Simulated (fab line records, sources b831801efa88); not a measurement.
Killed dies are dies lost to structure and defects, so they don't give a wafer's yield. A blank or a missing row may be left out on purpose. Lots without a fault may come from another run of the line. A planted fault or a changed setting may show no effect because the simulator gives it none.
One fault seen from 2 desks | flow gf180mcu | each desk has only its own numbers; what lay behind them comes last

THE METROLOGY DESK
What the gauges read, lot by lot, whatever tool the lot ran on: means of the sampled wafers that have a number. A lot is out of limits, marked OUT, if its mean lies more than 4 standard deviations from the usual mean; the brackets give that distance. Of its 12 readings 7 are shown: those that lie furthest out on some lot.
Columns: A = HV_LDD_03_OVL at GF_HV_LDD_OVL_MEAS_47, usual 0.1 nm; B = HV_LDD_RS at GF_HV_LDD_RS_MEAS_53, usual 418.7 ohm/sq; C = HV_LDD_CVD_56_THK at GF_HV_LDD_THK_MEAS_57, usual 90.1 nm; D = cd_nm at GF_NSD_CD_MEAS_07, usual 400.0 nm; E = NSD_OVL at GF_NSD_OVL_MEAS_08, usual -0.3 nm; F = PSD_OVL at GF_PSD_OVL_MEAS_08, usual 1.3 nm; G = PSD_TW at GF_PSD_TW_MEAS_11, usual 3160
lot  | first seen here | A    | B     | C    | D     | E    | F    | G
L503 | day 13 07:50    | 2.4  | 420.3 | 90.1 | 402.4 | 0.4  | -0.5 | 3184
L511 | day 16 01:58    | -0.3 | 417.8 | 89.6 | 403.4 | -0.9 | 1.0  | 3166
L516 | day 17 22:02    | 0.5  | 418.6 | 89.9 | 400.0 | 3.3  | 1.4  | 3173
L518 | day 18 17:27    | -1.3 | 419.1 | 90.8 | 400.2 | -2.5 | 1.7  | 3170
L521 | day 19 13:08    | 0.4  | 418.8 | 89.6 | 400.6 | -0.2 | 0.8  | 3156
L522 | day 19 23:19    | 0.1  | 419.0 | 88.0 | 400.6 | 1.1  | 0.8  | 3191
This desk's finding: nothing out of limits on any of the 6 lots.

THE TOOL OWNER'S DESK: rie_diel-04
The tool's own readings at GF_HV_LDD_ETCHBACK_58 (etches Si3N4 in CH3F/O2, stops on SiO2, time 100 s, target depth 90 nm): means of the sampled wafers that have a number, for each lot that ran on this tool. A lot is out of limits, marked OUT, if its mean lies more than 4 standard deviations from the usual mean; the brackets give that distance.
Columns: A = drypump_motor_current_A at GF_HV_LDD_ETCHBACK_58, usual 5.6 A; B = oes_product_au at GF_HV_LDD_ETCHBACK_58, usual 0.843 a.u.; C = rf_fwd_power_W at GF_HV_LDD_ETCHBACK_58, usual 398.0 W; D = throttle_valve_pct at GF_HV_LDD_ETCHBACK_58, usual 10.561 %
lot  | first seen here | A   | B     | C                       | D
L511 | day 16 05:47    | 5.5 | 0.833 | 397.2                   | 10.559
L521 | day 19 16:22    | 5.3 | 0.838 | 558.7 (+99 or more) OUT | 10.557
L522 | day 20 02:32    | 5.2 | 0.836 | 559.6 (+99 or more) OUT | 10.552
This desk's finding: out of limits on L521, L522; first on L521, day 19 16:22 (rf_fwd_power_W at GF_HV_LDD_ETCHBACK_58). In limits: L511.

PUT TOGETHER
The tool owner's desk could have raised an alarm at day 19 16:22, on L521, L522.
The metrology desk saw nothing out of limits.
The metrology desk has L521, L522 on record, within its limits.
Of the lots named, all ran GF_HV_LDD_ETCHBACK_58 on rie_diel-04.

WHAT THE SIMULATOR HAD PUT IN
Process parameter drift: rie_diel-04, from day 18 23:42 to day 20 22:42, at GF_HV_LDD_ETCHBACK_58. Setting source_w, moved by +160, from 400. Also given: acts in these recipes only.
Lots struck among those shown: L521, L522.
Hours from the fault's start to each desk's first reading out of limits: the tool owner's desk, 17.
